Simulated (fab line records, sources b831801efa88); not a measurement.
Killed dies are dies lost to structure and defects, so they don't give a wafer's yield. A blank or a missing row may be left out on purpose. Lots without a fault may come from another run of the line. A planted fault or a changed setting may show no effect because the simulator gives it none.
Problem report in the 8D (eight disciplines) form, filled by code | flow gf180mcu | the parts of the form that need people (team, actions taken, sign-off) are left out

1. THE PROBLEM
dose_ions_cm2 at GF_HV_LDD_IMPLANT_36 reads a mean of 7.969e+12 on 6 wafers of 2 lots; wafers without a fault read 7.501e+12 with a standard deviation of 8.9e+09. That is +53 standard deviations from the usual mean.
First seen on wafer L378.3, day 12 22:01, on implanter-04. The record holds 18 wafers of 6 lots with a number at this step. Rule for "out", or "out of limits": more than 4 standard deviations from the usual mean. The other wafers with a number count as sound.

2. WHAT IT IS AND WHAT IT IS NOT
question                    | is                     | is not
which readings at this step | dose_ions_cm2          | -
which lots                  | L378, L381             | L375, L376, L385, L395
which wafers of those lots  | all that have a number | -
read on which tools         | implanter-04           | implanter-02, implanter-03
when                        | from day 12 22:01      | up to then (6 sound wafers); but 6 sound wafers of L385, L395 came after

3. SUSPECTS, AND WHAT RULES EACH OUT
Counting: a tool at a process step up to the reading stays a suspect if it ran every lot that is out and no sound lot after the first of them.
- implanter-04 at GF_HV_LDD_IMPLANT_36: kept. It ran every lot that is out, first L378 (day 12 22:01), and no sound lot after that; its last sound lot up to then is L376 (day 12 10:08). Its own readings are out on those wafers: dose_ions_cm2.
Left after counting: implanter-04 at GF_HV_LDD_IMPLANT_36.

4. THE CAUSE (what the simulator had put in)
Process parameter drift: implanter-04, from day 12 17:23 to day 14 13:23, at GF_HV_LDD_IMPLANT_36. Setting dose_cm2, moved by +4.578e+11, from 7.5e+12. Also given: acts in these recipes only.
Counting left only this tool.

5. THE CHAIN OF EFFECTS, in route order
Each row: a reading whose mean over the struck wafers that have a number lies more than 3 standard deviations from the usual. Only readings for which the record gives a usual standard deviation are gone through. hours: the time from each lot's start at the first step in this table that gives one to its start at this step, as a median over the lots. sigmas: the change in usual standard deviations.
hours | step                 | reading       | usual     | on struck wafers | change     | sigmas
0     | GF_HV_LDD_IMPLANT_36 | dose_ions_cm2 | 7.501e+12 | 7.969e+12        | +4.677e+11 | +53
The process steps in it:
- GF_HV_LDD_IMPLANT_36

6. WHAT WOULD HAVE CAUGHT IT SOONER
In this record the first reading out of limits was taken at day 12 22:01, 5 hours after the fault began at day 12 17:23.
